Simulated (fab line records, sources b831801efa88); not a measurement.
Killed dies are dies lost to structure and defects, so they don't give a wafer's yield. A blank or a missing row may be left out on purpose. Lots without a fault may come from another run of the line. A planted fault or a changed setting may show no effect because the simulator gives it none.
A struck lot beside a sound one | flow sky130 | 16 steps out of a route of 708
Sound: wafers L111.1, L111.2, L111.3. Struck: wafer L115.4. (L115.1 of the same lot was not struck and is left out.) The cause comes at the end.
At each step with rows: each side's tool, then ch and its chambers, then its first start. Under that, the readings that differ: sound wafers | struck wafers | difference of the means | sigmas: that difference in standard deviations of wafers without a fault.
alike: readings whose means differ by less than 2 such deviations, and words and numbers that are the same on both sides. not compared: withheld readings, readings that some wafer has no value for, bounds like >300 that may hide the same value, and numbers for which the record gives no deviation and whose values overlap.
The two part at a step that has a row with sigmas, a row that says differs or no value, or rows on one side only. Numbers that don't overlap but have no deviation are shown without sigmas and don't part them. A reading that every wafer of one side lacks parts them only if that side has two wafers or more.

first, 3 steps without rows for these wafers: SKY_METAL1_EXPOSE_12 (exposes mask MM1, target cd 140 nm); SKY_METAL1_PEB_13; SKY_METAL1_DEVELOP_14 (develop time 60 s).
SKY_METAL1_CD_MEAS_15: target cd 140 nm.
  sound on cd_sem-02, day 37 09:32; struck on cd_sem-01, day 38 15:27
  reading    | sound             | struck | difference | sigmas
  cd_nm (nm) | 144.2 143.0 142.8 | 139.1  | -4.2       | -3
SKY_METAL1_OVL_MEAS_16:
  sound on overlay-02, day 37 09:39; struck on overlay-01, day 38 15:34
  alike: METAL1_OVL
SKY_METAL1_DESCUM_17: chemistry O2, time 8 s.
  sound on rie_metal-02 ch 0,1, day 37 09:41; struck on rie_metal-01 ch 0, day 38 15:37
  alike: drypump_motor_current_A, he_backside_leak_sccm, oes_product_au
  not compared: rf_hours_counter_h
SKY_METAL1_ETCH_18: etches BARC in N2/H2, stops on SiO2, time 45.9 s, target depth 60 nm.
  sound on rie_metal-02 ch 0,1, day 37 09:43; struck on rie_metal-01 ch 0, day 38 15:38
  reading             | sound             | struck | difference | sigmas
  h2_flow_sccm (sccm) | 200.4 200.4 200.4 | 199.0  | -1.4       | -2
  alike: drypump_motor_current_A, he_backside_leak_sccm, oes_product_au, throttle_valve_pct
  not compared: rf_hours_counter_h
SKY_METAL1_METAL_ETCH_19: etches the open film in Cl2/BCl3, stops on SiO2, target depth 360 nm, time 78 s.
  sound on rie_metal-02 ch 0,1, day 37 09:47; struck on rie_metal-01 ch 0, day 38 15:42
  alike: drypump_motor_current_A, he_backside_leak_sccm, oes_product_au, throttle_valve_pct
  not compared: rf_hours_counter_h
SKY_METAL1_STRIP_20: strips in O2/N2.
  sound on plasma_asher-02 ch 0,1, day 37 09:52; struck on plasma_asher-02 ch 1, day 38 15:47
  alike: drypump_motor_current_A, oes_product_au, strip_time_to_endpoint_s
  not compared: rf_hours_counter_h
then, 3 steps without rows for these wafers: SKY_METAL1_STRIP_21 (strips in post etch residue remover, time 1200 s); SKY_METAL1_CLEAN_22 (cleans in IPA, time 180 s); SKY_METAL1_CLEAN_23 (cleans in O3/DIW).
SKY_VIA1_HDPCVD_00: deposits SiO2, target thk 1030 nm, time 171.7 s.
  sound on hdpcvd-02 ch 0,1,2, day 37 10:30; struck on hdpcvd-02 ch 1, day 38 16:23
  reading                                  | sound          | struck | difference | sigmas
  model.SiO2_of_VIA1_HDPCVD_00.thk_nm (nm) | 1042 1040 1020 | 613    | -421       |
SKY_VIA1_THK_MEAS_01:
  sound on film_metro-01, day 37 10:37; struck on film_metro-03, day 38 16:30
  reading              | sound          | struck | difference | sigmas
  VIA1_HDPCVD_THK (nm) | 1042 1040 1020 | 613    | -421       | -35
SKY_VIA1_CMP_02: polishes SiO2.
  sound on cmp-02 ch 0,1,2, day 37 10:43; struck on cmp-01 ch 2, day 38 16:34
  alike: head_pressure_psi, motor_current_A, platen_rpm, retaining_ring_pressure_frac
-- the record jumps here: 12 days lie between the struck wafers' starts before and after (it left off in module VIA1 and takes up again in module PAD_OPEN, whose first step shown is number 708 of the route) --
SKY_PAD_OPEN_PROBE_99:
  sound on prober-01, day 49 14:58; struck on prober-02, day 50 13:46
  reading                               | sound               | struck | difference | sigmas
  model.etest.met2_comb.leak_log10_a_um | -12.04 -11.93 -12.1 | -10.08 | +1.94      |

WHERE THEY PART
First at SKY_METAL1_CD_MEAS_15; last, within this record, at SKY_VIA1_THK_MEAS_01. Later steps at which nothing parts them and some readings are alike: SKY_VIA1_CMP_02.

WHY: what the simulator had put in
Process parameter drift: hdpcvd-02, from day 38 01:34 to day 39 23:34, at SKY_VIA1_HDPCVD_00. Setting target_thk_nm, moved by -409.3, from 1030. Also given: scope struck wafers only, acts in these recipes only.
